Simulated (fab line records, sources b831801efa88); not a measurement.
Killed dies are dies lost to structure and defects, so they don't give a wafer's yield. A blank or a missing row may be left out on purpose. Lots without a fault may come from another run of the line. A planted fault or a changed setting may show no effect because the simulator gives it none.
fab line records | flow sky130
record lots=6 wafers=18 last_day=50
route steps=708 shown VIA4@645 METAL5@661 PASSIVATION@681 PAD_OPEN@708
lots that met no fault: from a run of the same line without faults
start_h: hours from the record's first day to the start of the lot's first wafer shown | wait_h: hours since the lot's step before | " the same as in the row above | L1.1+2: a row that stands for several wafers | - no value, or no start given | * or withheld: withheld | < > ~ a bound
route shown NAME@n: a module of which the file shows steps, and the number in the route of the first | usual: mean/standard deviation of fault-free wafers | same: alike in all rows | chamber/n: place in a boat | sites: the reading at each site | _std_site: their standard deviation | _edge_site: outer sites' mean less inner sites' | radius_mm: how far each site lies from the wafer's centre | mask NAME#n: copy n | behind: the tool/chamber that last shaped the wafer | hold: why the lot was held/for how many hours/how that ended | device: the transistor (n, p or np) that didn't switch | end of line: the same wafers' tests at the end of the route | a step without rows: its recipe alone | killed: dies lost to structure and defects at the first sort, not the wafer's yield | map: a wafer's dies, x killed, . not, _ none there
set.NAME: the setting as run; set.NAME@STEP: as run at that earlier step | model.NAME: the simulator's own value behind a step, which no gauge read
lots at some steps of the route; a table a step, a row a wafer
services: from which hour (start_h, from the record's first day; less than 0 if before it) a tool's chamber was out of use, for how many hours, and why
## steps
# step SKY_VIA4_COAT_06
# recipe resist=NOVOLAK spin_rpm=3000 resist_thk_nm=1140
# step SKY_VIA4_SOFTBAKE_07
# recipe temp_c=90 time_s=60 resist=NOVOLAK
# step SKY_VIA4_EXPOSE_08
# recipe mask_id=VIM4 na=0.6 source_shape=conventional sigma_outer=0.6 polarization=unpolarized target_cd_nm=800 dose_mj=130.3
# step SKY_VIA4_PEB_09
# recipe temp_c=withheld time_s=* resist=NOVOLAK
# step SKY_VIA4_DEVELOP_10
# recipe resist=NOVOLAK developer=TMAH develop_time_s=60 dev_temp_c=23
# step SKY_VIA4_OVL_MEAS_11
# usual VIA4_OVL=0.2/1.3
# columns lot.wafer tool chamber start_h wait_h VIA4_OVL[nm]
L894.1 overlay-01 - 1055.13 0.1 -0.2
L894.2 " - " " -0.7
L894.6 " - " " -0.2
L903.1 overlay-02 - 1115.15 0.1 1.6
L903.3 " - " " -0.9
L903.4 " - " " 2.4
L904.2 overlay-02 - 1116.26 0.1 -0.3
L904.3 " - " " 0.7
L904.6 " - " " 0.5
L905.1 overlay-01 - 1122.98 0.1 2.1
L905.3 " - " " 1.5
L905.5 " - " " 2.8
L909.2 overlay-01 - 1144.84 0.1 1.7
L909.4 " - " " 1.1
L909.6 " - " " 0.8
L910.2 overlay-01 - 1151.46 0.1 2.8
L910.3 " - " " 1.5
L910.4 " - " " 0.4
# step SKY_VIA4_ETCH_12
# recipe target=SiO2 chemistry=C4F8/O2/Ar stop_on=TiN mask_material=NOVOLAK source_w=1500 bias_w=1200 pressure_mtorr=40 c4f8_flow_sccm=withheld O2_flow_sccm=6 Ar_flow_sccm=300 time_s=withheld target_depth_a=5800
# usual oes_product_au=0.925/0.0046
# columns lot.wafer tool chamber start_h wait_h oes_product_au
L894.1 rie_diel-04 3 1055.17 0.0 0.924
L894.2 " 0 " " 0.926
L894.6 " 2 " " 0.925
L903.1 rie_diel-03 1 1115.19 0.0 0.929
L903.3 " 3 " " 0.921
L903.4 " 2 " " 0.924
L904.2 rie_diel-03 1 1116.29 0.0 0.923
L904.3 " 2 " " 0.920
L904.6 " 1 " " 0.919
L905.1 rie_diel-04 3 1123.02 0.0 0.931
L905.3 " 1 " " 0.933
L905.5 " 3 " " 0.920
L909.2 rie_diel-03 2 1144.87 0.0 0.932
L909.4 " 1 " " 0.929
L909.6 " 1 " " 0.926
L910.2 rie_diel-01 0 1151.49 0.0 0.937
L910.3 " 3 " " 0.934
L910.4 " 1 " " 0.929
# step SKY_VIA4_STRIP_13
# recipe chemistry=O2/N2 power_w=1400 pressure_mtorr=1500 platen_temp_c=withheld o2_flow_sccm=3000 n2_flow_sccm=300 overash_fraction=0.5
# step SKY_VIA4_STRIP_14
# recipe chemistry=post_etch_residue_remover time_s=1200 temp_c=72.5
# step SKY_VIA4_CLEAN_15
# recipe chemistry=IPA time_s=180 temp_c=25
# step SKY_VIA4_CLEAN_16
# recipe chemistry=O3/DIW dry=n2_spin
# step SKY_VIA4_SPUTTER_17
# recipe material=TiN target_thk_nm=20 chamber_pressure_pa=5 power_w=4000 time_s=80
# step SKY_VIA4_CVD_18
# recipe material=W target_thk_nm=505 time_s=152.14 temp_c=400 pressure_torr=40
# usual heater_power_outer_w=596/88 heater_power_w=948/89 susceptor_temp_C=400.03/0.22
# columns lot.wafer tool chamber start_h wait_h heater_power_outer_w heater_power_w since_wet_clean_h susceptor_temp_C
L894.1 cvd_w-02 0 1055.98 0.1 740 1093 652 399.79
L894.2 " 1 " " 566 956 652 400.14
L894.6 " 0 " " 735 1073 - 399.98
L903.1 cvd_w-01 0 1115.97 0.0 503 865 198 400.33
L903.3 " 0 " " 503 845 - 400.23
L903.4 " 0 " " 509 832 - 400.05
L904.2 cvd_w-02 1 1117.51 0.0 566 970 714 400.00
L904.3 " 1 " " 567 970 - 399.68
L904.6 " 0 " " 737 1049 - 400.02
L905.1 cvd_w-02 1 1124.49 0.0 582 967 721 399.80
L905.3 " 0 " " 744 1091 - 399.79
L905.5 " 0 " " 744 1109 - 399.82
L909.2 cvd_w-01 1 1145.66 0.0 565 906 228 399.93
L909.4 " 1 " " 560 929 - 399.92
L909.6 " 1 " " 563 915 - 399.89
L910.2 cvd_w-01 1 1152.22 0.0 571 909 234 399.86
L910.3 " 1 " " 556 910 - 399.98
L910.4 " 0 " " 515 842 - 400.05
# step SKY_VIA4_RS_MEAS_19
# recipe thk_meas_gauge=four-point-probe reads=W_of_VIA4_CVD_18+TiN_of_VIA4_SPUTTER_17
# usual VIA4_W_RS=0.225/0.004
# columns lot.wafer tool chamber start_h wait_h VIA4_W_RS[ohm/sq]
L894.1 film_metro-01 - 1056.13 0.1 0.216
L894.2 " - " " 0.228
L894.6 " - " " 0.219
L903.1 film_metro-02 - 1116.28 0.3 0.228
L903.3 " - " " 0.230
L903.4 " - " " 0.226
L904.2 film_metro-03 - 1117.68 0.1 0.231
L904.3 " - " " 0.229
L904.6 " - " " 0.221
L905.1 film_metro-02 - 1124.64 0.1 0.228
L905.3 " - " " 0.219
L905.5 " - " " 0.221
L909.2 film_metro-01 - 1145.83 0.1 0.226
L909.4 " - " " 0.225
L909.6 " - " " 0.224
L910.2 film_metro-02 - 1152.40 0.1 0.226
L910.3 " - " " 0.228
L910.4 " - " " 0.228
# step SKY_VIA4_THK_MEAS_20
# recipe thk_meas_gauge=xrf reads=W_of_VIA4_CVD_18
# usual VIA4_W_THK=498/9.9
# columns lot.wafer tool chamber start_h wait_h VIA4_W_THK[nm]
L894.1 film_metro-01 - 1056.25 0.1 521
L894.2 " - " " 494
L894.6 " - " " 514
L903.1 film_metro-02 - 1116.40 0.1 486
L903.3 " - " " 481
L903.4 " - " " 489
L904.2 film_metro-03 - 1117.79 0.1 489
L904.3 " - " " 497
L904.6 " - " " 511
L905.1 film_metro-02 - 1124.76 0.1 486
L905.3 " - " " 505
L905.5 " - " " 500
L909.2 film_metro-01 - 1145.94 0.1 496
L909.4 " - " " 500
L909.6 " - " " 503
L910.2 film_metro-02 - 1152.51 0.1 489
L910.3 " - " " 486
L910.4 " - " " 489
# step SKY_VIA4_CMP_21
# recipe stop_on=SiO2 t_overpolish_s=25 down_force_psi=3.5 platen_rpm=60 target_thk_nm=0 pad_velocity_m_s=0.94248
# step SKY_METAL5_SPUTTER_00
# recipe material=Ti target_thk_nm=15 power_w=3000 time_s=10 chamber_pressure_pa=0.4
# usual throttle_valve_pct=30.1/0.63
# columns lot.wafer tool chamber start_h wait_h throttle_valve_pct
L894.1 pvd_sputter-02 - 1056.61 0.2 30.2
L894.2 " - " " 30.5
L894.6 " - " " 30.9
L903.1 pvd_sputter-03 - 1116.76 0.2 29.7
L903.3 " - " " 29.7
L903.4 " - " " 28.8
L904.2 pvd_sputter-03 - 1118.14 0.1 29.6
L904.3 " - " " 29.1
L904.6 " - " " 29.9
L905.1 pvd_sputter-02 - 1125.79 0.1 31.2
L905.3 " - " " 30.5
L905.5 " - " " 30.4
L909.2 pvd_sputter-03 - 1146.29 0.1 30.9
L909.4 " - " " 29.7
L909.6 " - " " 29.2
L910.2 pvd_sputter-04 - 1152.90 0.2 29.5
L910.3 " - " " 29.5
L910.4 " - " " 28.9
# step SKY_METAL5_SPUTTER_01
# recipe material=TiN target_thk_nm=20 power_w=6500 time_s=16.7 chamber_pressure_pa=0.4
# usual throttle_valve_pct=30.1/0.61
# columns lot.wafer tool chamber start_h wait_h throttle_valve_pct
L894.1 pvd_sputter-02 - 1056.64 0.0 30.2
L894.2 " - " " 30.2
L894.6 " - " " 31.1
L903.1 pvd_sputter-03 - 1116.78 0.0 29.8
L903.3 " - " " 29.6
L903.4 " - " " 29.0
L904.2 pvd_sputter-03 - 1118.16 0.0 29.8
L904.3 " - " " 29.0
L904.6 " - " " 29.7
L905.1 pvd_sputter-02 - 1125.81 0.0 30.8
L905.3 " - " " 30.1
L905.5 " - " " 30.3
L909.2 pvd_sputter-03 - 1146.31 0.0 30.9
L909.4 " - " " 29.8
L909.6 " - " " 29.1
L910.2 pvd_sputter-04 - 1152.92 0.0 29.3
L910.3 " - " " 29.6
L910.4 " - " " 28.9
# step SKY_METAL5_SPUTTER_02
# recipe material=AlCu target_thk_nm=1150 power_w=10600 time_s=61.2 chamber_pressure_pa=0.4
# step SKY_METAL5_SPUTTER_03
# recipe material=Ti target_thk_nm=5 power_w=3000 time_s=3.408 chamber_pressure_pa=0.4
# usual throttle_valve_pct=30.1/0.63
# columns lot.wafer tool chamber start_h wait_h throttle_valve_pct
L894.1 pvd_sputter-02 - 1056.71 0.0 30.4
L894.2 " - " " 30.6
L894.6 " - " " 30.9
L903.1 pvd_sputter-03 - 1116.86 0.0 30.1
L903.3 " - " " 29.9
L903.4 " - " " 29.1
L904.2 pvd_sputter-03 - 1118.24 0.0 29.7
L904.3 " - " " 28.9
L904.6 " - " " 29.9
L905.1 pvd_sputter-02 - 1125.89 0.0 30.9
L905.3 " - " " 30.4
L905.5 " - " " 30.4
L909.2 pvd_sputter-03 - 1146.39 0.0 30.7
L909.4 " - " " 29.9
L909.6 " - " " 28.7
L910.2 pvd_sputter-04 - 1153.00 0.0 29.2
L910.3 " - " " 29.4
L910.4 " - " " 28.9
# step SKY_METAL5_SPUTTER_04
# recipe material=TiN target_thk_nm=70 power_w=6500 time_s=58.3 chamber_pressure_pa=0.4
# step SKY_METAL5_RS_MEAS_05
# recipe thk_meas_gauge=four-point-probe reads=TiN_of_METAL5_SPUTTER_04+Ti_of_METAL5_SPUTTER_03+AlCu_of_METAL5_SPUTTER_02+TiN_of_METAL5_SPUTTER_01+Ti_of_METAL5_SPUTTER_00
# usual METAL5_ALCU_RS=0.0271/0.00036
# columns lot.wafer tool chamber start_h wait_h METAL5_ALCU_RS[ohm/sq]
L894.1 film_metro-01 - 1056.78 0.0 0.0273
L894.2 " - " " 0.0272
L894.6 " - " " 0.0275
L903.1 film_metro-04 - 1116.92 0.0 0.0271
L903.3 " - " " 0.0269
L903.4 " - " " 0.0268
L904.2 film_metro-02 - 1118.33 0.0 0.0274
L904.3 " - " " 0.0272
L904.6 " - " " 0.0271
L905.1 film_metro-02 - 1125.95 0.0 0.0271
L905.3 " - " " 0.0259
L905.5 " - " " 0.0269
L909.2 film_metro-01 - 1146.48 0.0 0.0269
L909.4 " - " " 0.0268
L909.6 " - " " 0.0269
L910.2 film_metro-04 - 1153.08 0.0 0.0270
L910.3 " - " " 0.0268
L910.4 " - " " 0.0270
# step SKY_METAL5_THK_MEAS_06
# recipe thk_meas_gauge=xrf reads=AlCu_of_METAL5_SPUTTER_02
# usual METAL5_ALCU_THK=1171/16
# columns lot.wafer tool chamber start_h wait_h METAL5_ALCU_THK[nm]
L894.1 film_metro-01 - 1056.90 0.1 1162
L894.2 " - " " 1163
L894.6 " - " " 1160
L903.1 film_metro-04 - 1117.04 0.1 1169
L903.3 " - " " 1175
L903.4 " - " " 1184
L904.2 film_metro-02 - 1118.44 0.1 1151
L904.3 " - " " 1162
L904.6 " - " " 1165
L905.1 film_metro-02 - 1126.07 0.1 1170
L905.3 " - " " 1210
L905.5 " - " " 1167
L909.2 film_metro-01 - 1146.59 0.1 1186
L909.4 " - " " 1188
L909.6 " - " " 1181
L910.2 film_metro-04 - 1153.19 0.1 1176
L910.3 " - " " 1182
L910.4 " - " " 1173
# step SKY_METAL5_DEHYDRATE_07
# recipe temp_c=200 time_s=60
# step SKY_METAL5_HMDS_08
# recipe prime_time_s=60 prime_temp_c=120
# step SKY_METAL5_COAT_09
# recipe resist=NOVOLAK spin_rpm=3000 resist_thk_nm=1800
# step SKY_METAL5_SOFTBAKE_10
# recipe temp_c=90 time_s=60 resist=NOVOLAK
# step SKY_METAL5_EXPOSE_11
# recipe mask_id=MM5 na=0.6 source_shape=conventional sigma_outer=0.6 polarization=unpolarized target_cd_nm=1600 dose_mj=190
# step SKY_METAL5_PEB_12
# recipe temp_c=withheld time_s=* resist=NOVOLAK
# step SKY_METAL5_DEVELOP_13
# recipe resist=NOVOLAK developer=TMAH develop_time_s=60 dev_temp_c=23
# step SKY_METAL5_DESCUM_14
# recipe chemistry=O2 source_power_w=150 bias_power_w=0 pressure_mtorr=10 temp_c=40 time_s=11
# step SKY_METAL5_METAL_ETCH_15
# recipe target_depth_a=12600 stop_on=SiO2 over_etch_frac=0.2 time_s=252 chemistry=Cl2/BCl3 resist_sidewall_deg=86 pressure_mtorr=10 icp_w=900 bias_w=48.5 Cl2_flow_sccm=60 bcl3_flow_sccm=30
# step SKY_METAL5_STRIP_16
# recipe chemistry=O2/N2 power_w=1400 pressure_mtorr=1500 platen_temp_c=withheld o2_flow_sccm=3000 n2_flow_sccm=300 overash_fraction=0.5
# step SKY_METAL5_STRIP_17
# recipe chemistry=post_etch_residue_remover time_s=1200 temp_c=72.5
# step SKY_METAL5_CLEAN_18
# recipe chemistry=IPA time_s=180 temp_c=25
# step SKY_METAL5_CLEAN_19
# recipe chemistry=O3/DIW dry=n2_spin
# step SKY_PASSIVATION_CVD_00
# recipe material=SiO2 target_thk_nm=90 temp_c=400 time_s=withheld rf_w=600
# step SKY_PASSIVATION_THK_MEAS_01
# recipe reads=SiO2_of_PASSIVATION_CVD_00
# usual PASSIVATION_CVD_00_THK=90.0/1.3
# columns lot.wafer tool chamber start_h wait_h PASSIVATION_CVD_00_THK[nm]
L894.1 film_metro-01 - 1078.89 - 89.5
L894.2 " - " " 89.7
L894.6 " - " " 91.8
L903.1 film_metro-01 - 1135.70 - 87.9
L903.3 " - " " 90.9
L903.4 " - " " 89.7
L904.2 film_metro-01 - 1138.01 - 88.9
L904.3 " - " " 90.4
L904.6 " - " " 90.4
L905.1 film_metro-03 - 1145.17 - 87.7
L905.3 " - " " 90.6
L905.5 " - " " 91.3
L909.2 film_metro-04 - 1165.65 - 89.8
L909.4 " - " " 89.9
L909.6 " - " " 90.2
L910.2 film_metro-04 - 1171.95 - 88.5
L910.3 " - " " 88.5
L910.4 " - " " 90.3
# step SKY_PASSIVATION_CVD_02
# recipe material=Si3N4 target_thk_nm=540 temp_c=400 time_s=withheld rf_w=450
# usual heater_power_outer_w=455/57 heater_power_w=753/84 susceptor_temp_C=400.02/0.23
# columns lot.wafer tool chamber start_h wait_h heater_power_outer_w heater_power_w susceptor_temp_C
L894.1 pecvd-01 0 1078.95 0.1 411 672 399.93
L894.2 " 1 " " 401 709 399.81
L894.6 " 0 " " 422 712 400.44
L903.1 pecvd-03 0 1135.76 0.1 494 852 400.12
L903.3 " 1 " " 477 741 399.91
L903.4 " 0 " " 511 856 399.67
L904.2 pecvd-03 2 1138.06 0.0 507 711 400.20
L904.3 " 0 " " 511 860 400.28
L904.6 " 0 " " 515 911 399.96
L905.1 pecvd-01 2 1145.23 0.1 504 852 399.70
L905.3 " 1 " " 406 730 399.67
L905.5 " 2 " " 378 709 399.77
L909.2 pecvd-03 2 1165.70 0.0 473 693 400.21
L909.4 " 0 " " 488 828 399.66
L909.6 " 2 " " 475 698 399.62
L910.2 pecvd-02 0 1172.00 0.0 375 672 399.92
L910.3 " 2 " " 538 877 400.24
L910.4 " 2 " " 407 728 399.84
# step SKY_PASSIVATION_THK_MEAS_03
# recipe reads=Si3N4_of_PASSIVATION_CVD_02
# usual PASSIVATION_CVD_02_THK=541/9.4
# columns lot.wafer tool chamber start_h wait_h PASSIVATION_CVD_02_THK[nm]
L894.1 film_metro-03 - 1079.17 - 533
L894.2 " - " " 539
L894.6 " - " " 544
L903.1 film_metro-04 - 1135.98 - 539
L903.3 " - " " 541
L903.4 " - " " 543
L904.2 film_metro-04 - 1138.29 - 547
L904.3 " - " " 536
L904.6 " - " " 550
L905.1 film_metro-01 - 1145.46 - 534
L905.3 " - " " 527
L905.5 " - " " 538
L909.2 film_metro-01 - 1165.93 - 553
L909.4 " - " " 543
L909.6 " - " " 558
L910.2 film_metro-03 - 1172.23 - 524
L910.3 " - " " 536
L910.4 " - " " 544
# step SKY_PASSIVATION_DEHYDRATE_04
# recipe temp_c=200 time_s=60
# step SKY_PASSIVATION_HMDS_05
# recipe prime_time_s=60 prime_temp_c=120
# step SKY_PAD_OPEN_PROBE_99
# usual defect_limited_yield=82.4/1.9 killed_at_M0_to_M3=43/7.5 killed_at_M4_up=3.2/1.9 killed_at_contacts=24/4.9 killed_at_front_end=15/4.3 killed_at_other=0.4/0.72 killed_dies=86/9.1 killed_open=47/6.5 killed_short=39/6.5 sort_bin_3_pad_short=0.9/0.43 sort_bin_5_function=10.4/1.3 sort_bin_6_memory=6.3/1.2 sort_n_pass=406/9.1 sort_yield_pct=82.4/1.9
# same gross_dies=492 killed_at_back_side=0 sort_bin_4_leakage[%]=0 sort_bin_8_speed[%]=0
# columns lot.wafer tool chamber start_h wait_h defect_limited_yield[%] killed_at_M0_to_M3 killed_at_M4_up killed_at_contacts killed_at_front_end killed_at_other killed_dies killed_open killed_short sort_bin_3_pad_short[%] sort_bin_5_function[%] sort_bin_6_memory[%] sort_n_pass sort_yield_pct[%] model.etest.tester.sort_n_pass model.etest.tester.sort_yield_pct model.etest.tester.sort_bin_5_pct model.etest.tester.sort_bin_3_pct
L894.1 prober-02 - 1123.42 0.1 83.1 47 7 21 8 0 83 42 41 0.4 8.9 7.5 409 83.1 409 83.13 8.943 0.4065
L894.2 prober-02 - 1123.47 0.1 82.5 40 0 32 14 0 86 56 30 0.8 10.0 6.7 406 82.5 406 82.52 9.959 0.813
L894.6 prober-02 - 1123.67 0.2 84.1 35 2 27 10 4 78 47 31 1.6 9.1 5.1 414 84.1 414 84.15 9.146 1.626
L903.1 prober-02 - 1174.67 0.1 80.9 50 3 29 12 0 94 50 44 1.4 9.6 8.1 398 80.9 398 80.89 9.553 1.423
L903.3 prober-02 - 1174.77 0.2 85.4 37 4 21 9 1 72 39 32 0.6 10.0 4.1 420 85.4 420 85.37 9.959 0.6098
L903.4 prober-02 - 1174.82 0.2 81.9 49 7 21 12 0 89 54 33 1.2 10.4 6.5 403 81.9 403 81.91 10.37 1.22
L904.2 prober-02 - 1176.35 0.1 78.3 54 26 16 11 0 107 50 36 2.0 13.4 6.3 385 78.3 385 78.25 13.41 2.033
L904.3 prober-02 - 1176.40 0.2 78.7 32 28 25 20 0 105 48 34 2.0 13.0 6.3 387 78.7 387 78.66 13.01 2.033
L904.6 prober-02 - 1176.55 0.2 82.3 42 4 25 15 1 87 57 30 1.0 9.8 6.9 405 82.3 405 82.32 9.756 1.016
L905.1 prober-01 - 1184.15 0.1 75.2 39 27 36 20 0 122 56 40 2.4 13.4 8.9 370 75.2 370 75.2 13.41 2.439
L905.3 prober-01 - 1184.25 0.2 80.3 40 6 36 15 0 97 51 45 1.4 10.4 7.9 395 80.3 395 80.28 10.37 1.423
L905.5 prober-01 - 1184.35 0.2 80.7 47 7 21 19 1 95 41 49 0.4 11.2 7.7 397 80.7 397 80.69 11.18 0.4065
L909.2 prober-01 - 1200.85 0.1 82.7 51 1 17 15 1 85 48 37 1.4 10.0 5.9 407 82.7 407 82.72 9.959 1.423
L909.4 prober-01 - 1200.95 0.2 84.3 28 4 30 15 0 77 42 34 0.4 8.9 6.3 415 84.3 415 84.35 8.943 0.4065
L909.6 prober-01 - 1201.05 0.2 83.3 38 1 22 20 1 82 43 39 0.8 9.3 6.5 410 83.3 410 83.33 9.35 0.813
L910.2 prober-02 - 1206.44 0.1 83.7 38 1 28 13 0 80 42 37 0 8.7 7.5 412 83.7 412 83.74 8.74 0
L910.3 prober-02 - 1206.49 0.2 84.1 29 2 36 10 1 78 42 35 1.6 10.2 4.1 414 84.1 414 84.15 10.16 1.626
L910.4 prober-02 - 1206.54 0.2 83.9 34 4 25 15 1 79 49 29 0.4 9.6 6.1 413 83.9 413 83.94 9.553 0.4065
# killed by level:class
L894.1 VIA1:geometric_particle:open=14 VIA3:geometric_particle:open=10 LI_CONTACT:geometric_particle:short=6 CONTACT:geometric_particle:short=5 VIA1:geometric_particle:short=5 VIA2:geometric_particle:short=5 VIA2:geometric_particle:open=5 METAL4:geometric_particle:short=5
L894.2 CONTACT:geometric_particle:open=12 VIA1:geometric_particle:open=11 LI_CONTACT:geometric_particle:open=11 CONTACT:geometric_particle:short=6 METAL3:geometric_particle:short=5 VIA3:geometric_particle:open=5 POLY_GATE:geometric_particle:open=4 VIA2:geometric_particle:open=4
L894.6 CONTACT:geometric_particle:open=11 VIA1:geometric_particle:open=11 LI_CONTACT:geometric_particle:open=8 METAL2:geometric_particle:short=7 FIELD_ISO:geometric_particle:open=4 VIA1:geometric_particle:short=4 VIA2:geometric_particle:open=3 CONTACT:geometric_particle:short=3
L903.1 VIA1:geometric_particle:open=12 VIA2:geometric_particle:open=7 LI_CONTACT:geometric_particle:open=7 CONTACT:geometric_particle:open=7 CONTACT:geometric_particle:short=7 METAL1:geometric_particle:short=6 METAL2:geometric_particle:short=5 VIA3:geometric_particle:open=5
L903.3 VIA2:geometric_particle:open=9 CONTACT:geometric_particle:open=8 CONTACT:geometric_particle:short=6 METAL1:geometric_particle:short=5 FIELD_ISO:geometric_particle:open=4 METAL2:geometric_particle:short=4 VIA1:geometric_particle:open=4 VIA3:geometric_particle:open=4
L903.4 VIA1:geometric_particle:open=13 LI_CONTACT:geometric_particle:open=11 VIA2:geometric_particle:open=7 CONTACT:geometric_particle:open=5 METAL4:geometric_particle:short=5 METAL2:geometric_particle:short=5 VIA3:geometric_particle:open=5 FIELD_ISO:geometric_particle:open=4
L904.2 VIA4:unspecified=21 VIA1:geometric_particle:open=14 METAL2:geometric_particle:short=9 VIA2:geometric_particle:open=7 CONTACT:geometric_particle:open=6 LI_CONTACT:geometric_particle:open=6 VIA1:geometric_particle:short=6 POLY_GATE:geometric_particle:short=4
L904.3 VIA4:unspecified=23 VIA1:geometric_particle:open=10 CONTACT:geometric_particle:open=9 LI_CONTACT:geometric_particle:open=7 FIELD_ISO:geometric_particle:open=6 FIELD_ISO:geometric_particle:short=6 METAL4:geometric_particle:short=5 POLY_GATE:geometric_particle:short=4
L904.6 VIA1:geometric_particle:open=12 LI_CONTACT:geometric_particle:open=9 VIA2:geometric_particle:open=9 CONTACT:geometric_particle:open=8 VIA3:geometric_particle:open=7 POLY_GATE:geometric_particle:open=5 METAL1:geometric_particle:short=4 LI_CONTACT:geometric_particle:short=4
L905.1 VIA4:unspecified=26 LI_CONTACT:geometric_particle:open=12 CONTACT:geometric_particle:open=11 FIELD_ISO:geometric_particle:open=9 METAL2:geometric_particle:short=8 VIA2:geometric_particle:open=8 LOCAL_INTERCONNECT:geometric_particle:short=6 VIA1:geometric_particle:open=6
L905.3 CONTACT:geometric_particle:open=15 LI_CONTACT:geometric_particle:open=7 METAL2:geometric_particle:short=7 LOCAL_INTERCONNECT:geometric_particle:short=6 VIA1:geometric_particle:short=6 VIA2:geometric_particle:open=5 POLY_GATE:geometric_particle:open=4 METAL2:geometric_particle:open=4
L905.5 METAL1:geometric_particle:short=7 FIELD_ISO:geometric_particle:short=6 VIA2:geometric_particle:open=6 VIA3:geometric_particle:open=6 FIELD_ISO:geometric_particle:open=5 LOCAL_INTERCONNECT:geometric_particle:short=5 CONTACT:geometric_particle:short=5 VIA1:geometric_particle:open=5
L909.2 VIA1:geometric_particle:open=16 LI_CONTACT:geometric_particle:open=8 POLY_GATE:geometric_particle:short=6 METAL2:geometric_particle:short=5 FIELD_ISO:geometric_particle:open=4 CONTACT:geometric_particle:open=4 VIA1:geometric_particle:short=4 METAL1:geometric_particle:short=4
L909.4 LI_CONTACT:geometric_particle:open=10 CONTACT:geometric_particle:open=8 VIA2:geometric_particle:open=6 FIELD_ISO:geometric_particle:short=5 CONTACT:geometric_particle:short=5 METAL1:geometric_particle:short=5 FIELD_ISO:geometric_particle:open=4 LOCAL_INTERCONNECT:geometric_particle:open=4
L909.6 CONTACT:geometric_particle:open=9 VIA1:geometric_particle:open=7 LI_CONTACT:geometric_particle:open=6 POLY_GATE:geometric_particle:short=5 METAL1:geometric_particle:short=5 VIA2:geometric_particle:short=5 FIELD_ISO:geometric_particle:short=4 FIELD_ISO:geometric_particle:open=4
L910.2 LI_CONTACT:geometric_particle:open=12 VIA1:geometric_particle:open=9 CONTACT:geometric_particle:open=5 VIA1:geometric_particle:short=5 VIA2:geometric_particle:short=5 FIELD_ISO:geometric_particle:short=4 METAL1:geometric_particle:open=4 VIA3:geometric_particle:open=4
L910.3 LI_CONTACT:geometric_particle:open=10 CONTACT:geometric_particle:open=7 CONTACT:geometric_particle:short=6 LOCAL_INTERCONNECT:geometric_particle:short=6 VIA2:geometric_particle:open=6 VIA3:geometric_particle:open=6 LI_CONTACT:geometric_particle:short=4 VIA1:geometric_particle:short=4
L910.4 VIA1:geometric_particle:open=11 LI_CONTACT:geometric_particle:open=8 CONTACT:geometric_particle:open=7 VIA2:geometric_particle:open=6 FIELD_ISO:geometric_particle:open=5 CONTACT:geometric_particle:short=5 FIELD_ISO:geometric_particle:short=4 VIA1:geometric_particle:short=4
# map L904.2 (x killed, . not)
__________...xx....._________
________xx..x........._______
______xxxx.....x........_____
_____xxxxx.....x.........____
____xxxxx.........x.......___
___xxxxxx..xx..x...........__
__.xxxx...............x....._
_...x...x...............x....
_..........x...xx.....x...x.x
_...x.xxx..x.x............xx.
_.......x...x...x............
_.......x.......x.x..........
_x....x..x.x...x........x.x..
_...........xx..xx....x...x.x
_...x.xxx..x....xx.xxx....x..
__x.x..........x.x.....x...._
___..............x.x....x..__
____x...x.x...............___
_____.....x.....x.x...x..____
______xxx.x.....x...x..._____
________..x..........._______
__________....x....._________
# map L905.1 (x killed, . not)
__________x....x.x.._________
________xx.xx..x......_______
______xxxx.x....x.x....x_____
_____xxxxxx....x...x....x____
____xxxxxxx..x....x.......___
___xxxxxxxx.....xxxxxx.x.x.__
__x....xx.x........x.....x.x_
_.......x.....x......x.......
_.....x......................
_.....x........x.......x.x...
_.x..x..x...x...x............
_..x.x.x.....x.x.x.x....x....
_...x.x....xxx........x......
_x...x..x................x...
_..x.............x......x....
__...x.....x.x....x...x.x..._
___......xxx.x...x......x..__
____......x....x...x....x.___
_____x.......x.xx.......x____
______.....x..x......xx._____
________.xxx..x....x.._______
__________........x._________
## services
# columns tool chamber start_h hours kind
pvd_sputter-02 - 1034.83 4.2 repair
pecvd-01 0 1036.01 7.7 repair
pvd_sputter-04 - 1037.13 13.5 repair
cvd_w-01 0 1040.62 5.9 repair
pvd_sputter-03 0 1046.39 - consumable_replace:kit
pvd_sputter-03 0 1046.39 18.0 scheduled_down
pvd_sputter-03 0 1046.39 18.0 vent_cycle
rie_diel-04 - 1055.89 2.8 pm
rie_diel-03 3 1076.90 4.9 repair
rie_diel-03 2 1078.30 7.4 repair
pecvd-03 - 1088.19 0.6 repair
rie_diel-03 3 1094.45 3.5 repair
cvd_w-01 1 1106.50 21.5 repair
rie_diel-04 0 1117.95 10.0 repair
pvd_sputter-02 - 1123.57 1.4 repair
rie_diel-01 1 1130.50 10.2 repair
pvd_sputter-03 3 1131.69 - consumable_replace:kit
pvd_sputter-03 3 1131.69 18.0 scheduled_down
pvd_sputter-03 3 1131.69 18.0 vent_cycle
pvd_sputter-02 - 1139.18 1.3 repair
pecvd-02 0 1148.11 2.0 repair
pvd_sputter-04 - 1150.65 1.9 repair
rie_diel-04 2 1151.74 3.8 repair
rie_diel-03 0 1157.00 8.4 repair
## key
first_sign step=SKY_PAD_OPEN_PROBE_99 reading=killed_at_M4_up direction=up sigmas=13 usual=3.2 struck=27
effect step=SKY_PAD_OPEN_PROBE_99 reading=sort_bin_3_pad_short direction=up sigmas=2.9 usual=0.9 struck=2.2
model_effect step=SKY_PAD_OPEN_PROBE_99 value=etest.tester.sort_n_pass without=401.7 struck=380.7
met_at SKY_VIA4_CVD_18
struck_wafers L904.2,L904.3,L905.1
onset_between 1055.98 1117.51
fault kind=chamber_particle_source tool=cvd_w-02 chamber=1 onset_h=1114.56 steps=SKY_VIA4_CVD_18 rate_per_visit_cm2=0.90706 end_h=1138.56
